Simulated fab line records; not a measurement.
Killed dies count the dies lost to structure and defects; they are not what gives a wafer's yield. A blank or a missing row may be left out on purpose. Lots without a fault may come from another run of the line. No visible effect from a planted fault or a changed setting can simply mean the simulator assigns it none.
Chamber matching :: flow gf180mcu :: GF_V4_CMP_04 on cmp-02: 4 sister chambers
The step polishes SiO2. 4 wafers are shown with their chamber, then 11 later ones without.

## WAFERS, EACH WITH ITS CHAMBER
wafer: L084.5
chamber: 1
motor-current-A (A): 12.0

wafer: L084.6
chamber: 0
motor-current-A (A): 10.4

wafer: L085.5
chamber: 3
motor-current-A (A): 11.1

wafer: L086.4
chamber: 2
motor-current-A (A): 12.0

## WAFERS WHOSE CHAMBER IS MISSING
wafer: L086.5
motor-current-A (A): 12.2

wafer: L086.6
motor-current-A (A): 10.8

wafer: L090.2
motor-current-A (A): 12.4

wafer: L090.4
motor-current-A (A): 12.0

wafer: L090.6
motor-current-A (A): 11.2

wafer: L091.1
motor-current-A (A): 12.2

wafer: L091.5
motor-current-A (A): 12.0

wafer: L091.6
motor-current-A (A): 12.4

wafer: L097.1
motor-current-A (A): 12.1

wafer: L097.3
motor-current-A (A): 12.4

wafer: L097.5
motor-current-A (A): 10.4

## CHAMBER TAKEN BY EACH
wafer: L086.5
from the rows above: can't be placed: 1 or 2
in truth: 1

wafer: L086.6
from the rows above: can't be placed: 3 or 0
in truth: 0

wafer: L090.2
from the rows above: can't be placed: 1 or 2
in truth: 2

wafer: L090.4
from the rows above: can't be placed: 1 or 2
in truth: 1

wafer: L090.6
from the rows above: 3
in truth: 3

wafer: L091.1
from the rows above: can't be placed: 1 or 2
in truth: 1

wafer: L091.5
from the rows above: can't be placed: 1 or 2
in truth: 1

wafer: L091.6
from the rows above: can't be placed: 1 or 2
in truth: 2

wafer: L097.1
from the rows above: can't be placed: 1 or 2
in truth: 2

wafer: L097.3
from the rows above: can't be placed: 1 or 2
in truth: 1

wafer: L097.5
from the rows above: 0
in truth: 0
2 of 11 placed correctly. Unplaceable from these rows: 9, with the true chamber sitting among the candidates in 9. Wrongly placed: 0.
How it was worked out, from the rows above alone: a wafer's distance from a chamber is the root of the sum, over the readings, of the square of ((its reading less the chamber's mean) divided by the reading's scatter). The wafer belongs to the nearest chamber; if the next one is less than 2 further off, it can't be placed. The mean given for a chamber averages the wafers shown for that chamber. The scatter: root of mean squared gap, hidden wafer to nearest shown wafer, with one shown wafer a chamber.
